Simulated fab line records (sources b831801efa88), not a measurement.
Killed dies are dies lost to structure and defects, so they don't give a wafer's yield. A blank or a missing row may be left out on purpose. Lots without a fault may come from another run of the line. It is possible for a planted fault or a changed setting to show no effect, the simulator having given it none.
Which tool did it? + flow gf180mcu + 45 wafers from 15 lots sampled at 4 of the route's 602 steps

## WHAT THE GAUGES READ, wafer by wafer
GF_VT_IMPLANT_OVL_MEAS_29. Usual: VT_IMPLANT_02_OVL typically reads -0.2 nm, with standard deviation 1.4.
| lot  | measured     | on         | VT_IMPLANT_02_OVL (nm) | flag |
|------|--------------|------------|------------------------|------|
| L387 | day 7 08:23  | overlay-02 | -0.4 0.8 -0.4          |      |
| L388 | day 7 11:22  | overlay-02 | -0.2 -0.9 1.4          |      |
| L389 | day 7 19:58  | overlay-01 | -1.4 -1.3 -0.5         |      |
| L396 | day 9 14:03  | overlay-02 | 2.2 1.1 2.4            |      |
| L397 | day 9 19:07  | overlay-01 | -1.1 -1.0 -1.3         |      |
| L398 | day 10 05:04 | overlay-01 | 0.4 -0.9 -1.2          |      |
| L399 | day 10 09:25 | overlay-02 | -1.5 1.1 -2.8          |      |
| L400 | day 10 14:55 | overlay-01 | -3.8 -2.4 -3.1         |      |
| L401 | day 10 22:13 | overlay-01 | 0.7 0.1 -1.0           |      |
| L402 | day 11 05:31 | overlay-02 | -0.4 -0.2 -0.5         |      |
| L403 | day 11 12:25 | overlay-01 | 1.3 1.9 0.1            |      |
| L404 | day 12 00:32 | overlay-01 | -0.1 -1.4 -1.7         |      |
| L405 | day 12 05:43 | overlay-02 | 0.8 -0.7 -1.3          |      |
| L406 | day 12 07:55 | overlay-01 | 2.0 2.3 0.2            |      |
| L407 | day 12 14:20 | overlay-02 | 1.1 1.7 1.1            |      |

GF_VT_IMPLANT_RS_MEAS_47: uses a four-point probe to measure. Usual: NWELL_RS typically reads 488.3 ohm/sq, with standard deviation 1.5.
| lot  | measured     | on            | NWELL_RS (ohm/sq) | flag |
|------|--------------|---------------|-------------------|------|
| L387 | day 8 00:46  | film_metro-02 | 487.5 487.8 488.5 |      |
| L388 | day 8 04:50  | film_metro-03 | 488.8 487.7 487.8 |      |
| L389 | day 8 12:57  | film_metro-03 | 490.8 489.4 491.9 |      |
| L396 | day 10 07:55 | film_metro-02 | 486.8 486.0 486.1 |      |
| L397 | day 10 13:42 | film_metro-01 | 488.7 489.2 490.1 |      |
| L398 | day 10 23:25 | film_metro-03 | 489.1 490.1 488.7 |      |
| L399 | day 11 03:42 | film_metro-01 | 487.8 488.3 490.4 |      |
| L400 | day 11 09:23 | film_metro-02 | 485.7 484.9 486.2 |      |
| L401 | day 11 18:28 | film_metro-01 | 489.1 491.2 488.8 |      |
| L402 | day 12 01:23 | film_metro-01 | 485.4 485.0 486.3 |      |
| L403 | day 12 07:58 | film_metro-01 | 489.0 488.4 488.7 |      |
| L404 | day 12 21:04 | film_metro-03 | 490.1 490.3 491.7 |      |
| L405 | day 13 02:29 | film_metro-03 | 489.2 489.4 488.2 |      |
| L406 | day 13 04:35 | film_metro-01 | 490.7 489.4 490.8 |      |
| L407 | day 13 11:19 | film_metro-01 | 489.2 489.4 489.2 |      |

## TOOL THAT RAN EACH LOT (tool first, then ch and the chambers of the sampled wafers, then the start)
| lot  | GF_STI_CMP_25                | GF_VT_IMPLANT_PEB_16              |
|------|------------------------------|-----------------------------------|
| L387 | cmp-02 ch 0,3, day 2 10:49   | litho_track-03 ch 0, day 6 16:16  |
| L388 | cmp-02 ch 1,2, day 2 15:23   | litho_track-01 ch 0, day 6 19:16  |
| L389 | cmp-01 ch 1,2,3, day 2 18:50 | litho_track-02 ch 0, day 7 03:50  |
| L396 | cmp-02 ch 0,2,3, day 4 07:17 | litho_track-01, day 8 20:48       |
| L397 | cmp-01 ch 1,3, day 4 11:39   | litho_track-02, day 9 01:14       |
| L398 | cmp-01 ch 1,2,3, day 4 18:08 | litho_track-01, day 9 11:15       |
| L399 | cmp-01 ch 0,1,3, day 4 22:49 | litho_track-03 ch 0, day 9 15:38  |
| L400 | cmp-01 ch 0,2,3, day 5 03:10 | litho_track-03 ch 0, day 9 20:41  |
| L401 | cmp-01 ch 0,1,3, day 5 09:04 | litho_track-03 ch 0, day 10 04:31 |
| L402 | cmp-02 ch 2,3, day 5 14:23   | litho_track-02 ch 0, day 10 10:43 |
| L403 | cmp-01 ch 0,2,3, day 5 19:13 | litho_track-01 ch 0, day 10 17:04 |
| L404 | cmp-01 ch 1,2, day 6 02:03   | litho_track-03 ch 0, day 11 05:13 |
| L405 | cmp-02 ch 0,1,2, day 6 08:44 | litho_track-03 ch 0, day 11 10:04 |
| L406 | cmp-01 ch 1,2, day 6 11:15   | litho_track-02 ch 0, day 11 12:07 |
| L407 | cmp-02 ch 0,3, day 6 15:43   | litho_track-02 ch 0, day 11 19:01 |
- GF_STI_CMP_25: polishes, stops on Si3N4, t overpolish 33 s, target thk 524.6 nm.
- GF_VT_IMPLANT_PEB_16

## WHAT THE TOOLS THEMSELVES READ (means of the sampled wafers that have a number; where no wafer has one, the mark that the record gives instead)
GF_STI_CMP_25. Usual: head_pressure_psi 4.001 psi, standard deviation 0.0096; motor_current_A 11.8 A, standard deviation 1.1; overpolish_run_s 33.001 s, standard deviation 0.0095; time_to_endpoint_s 121 s, standard deviation 4.5.
| lot  | tool   | head_pressure_psi (psi) | motor_current_A (A) | overpolish_run_s (s) | time_to_endpoint_s (s) | flag |
|------|--------|-------------------------|---------------------|----------------------|------------------------|------|
| L387 | cmp-02 | 3.999                   | 10.6                | 33.000               | 118                    |      |
| L388 | cmp-02 | 4.007                   | 11.4                | 33.010               | 117                    |      |
| L389 | cmp-01 | 4.003                   | 12.5                | 33.006               | 125                    |      |
| L396 | cmp-02 | 3.996                   | 10.4                | 32.994               | 123                    |      |
| L397 | cmp-01 | 3.994                   | 12.9                | 33.003               | 121                    |      |
| L398 | cmp-01 | 4.015                   | 12.5                | 32.995               | 123                    |      |
| L399 | cmp-01 | 4.004                   | 12.2                | 33.000               | 119                    |      |
| L400 | cmp-01 | 4.002                   | 12.2                | 33.001               | 119                    |      |
| L401 | cmp-01 | 4.002                   | 11.6                | 33.004               | 115                    |      |
| L402 | cmp-02 | 3.998                   | 11.4                | 32.993               | 120                    |      |
| L403 | cmp-01 | 4.003                   | 12.1                | 32.998               | 121                    |      |
| L404 | cmp-01 | 3.998                   | 13.0                | 33.004               | 119                    |      |
| L405 | cmp-02 | 4.000                   | 10.7                | 33.002               | 116                    |      |
| L406 | cmp-01 | 3.989                   | 13.0                | 32.995               | 117                    |      |
| L407 | cmp-02 | 4.002                   | 10.5                | 33.012               | 128                    |      |

GF_VT_IMPLANT_PEB_16. Usual: 45.0 Pa for exhaust_pa, sd 0.88.
| lot  | tool           | exhaust_pa (Pa) | flag |
|------|----------------|-----------------|------|
| L387 | litho_track-03 | 44.3            |      |
| L388 | litho_track-01 | 45.6            |      |
| L389 | litho_track-02 | 45.9            |      |
| L396 | litho_track-01 | -               | OFF  |
| L397 | litho_track-02 | -               | OFF  |
| L398 | litho_track-01 | -               | OFF  |
| L399 | litho_track-03 | 44.7            |      |
| L400 | litho_track-03 | 45.2            |      |
| L401 | litho_track-03 | 44.9            |      |
| L402 | litho_track-02 | 44.0            |      |
| L403 | litho_track-01 | 46.1            |      |
| L404 | litho_track-03 | 44.9            |      |
| L405 | litho_track-03 | 45.0            |      |
| L406 | litho_track-02 | 45.5            |      |
| L407 | litho_track-02 | 45.0            |      |

## THE ANSWER, worked out from the rows above alone
Rule: a lot counts as off when the mean over its wafers that have a number is more than 3 standard deviations away from the usual mean. Also off: a lot with no number at a reading for which 4 or more lots have one. All remaining lots with rows at the step are treated as sound. First the gauges in route order, then the tools' own readings, where a lot's mean is used as printed above. At the first step where some lot is off, the reading lying furthest off is the one used; lots without a number count as furthest.
Off at GF_VT_IMPLANT_PEB_16 (exhaust_pa): L396, L397, L398. Without a number there: L396, L397, L398.
If a tool, at that step or one of the process steps before it, ran each lot that is off and ran no sound lot following the first of them, it fits. No candidate that was tried fits.

## WHAT THE SIMULATOR HAD INSERTED
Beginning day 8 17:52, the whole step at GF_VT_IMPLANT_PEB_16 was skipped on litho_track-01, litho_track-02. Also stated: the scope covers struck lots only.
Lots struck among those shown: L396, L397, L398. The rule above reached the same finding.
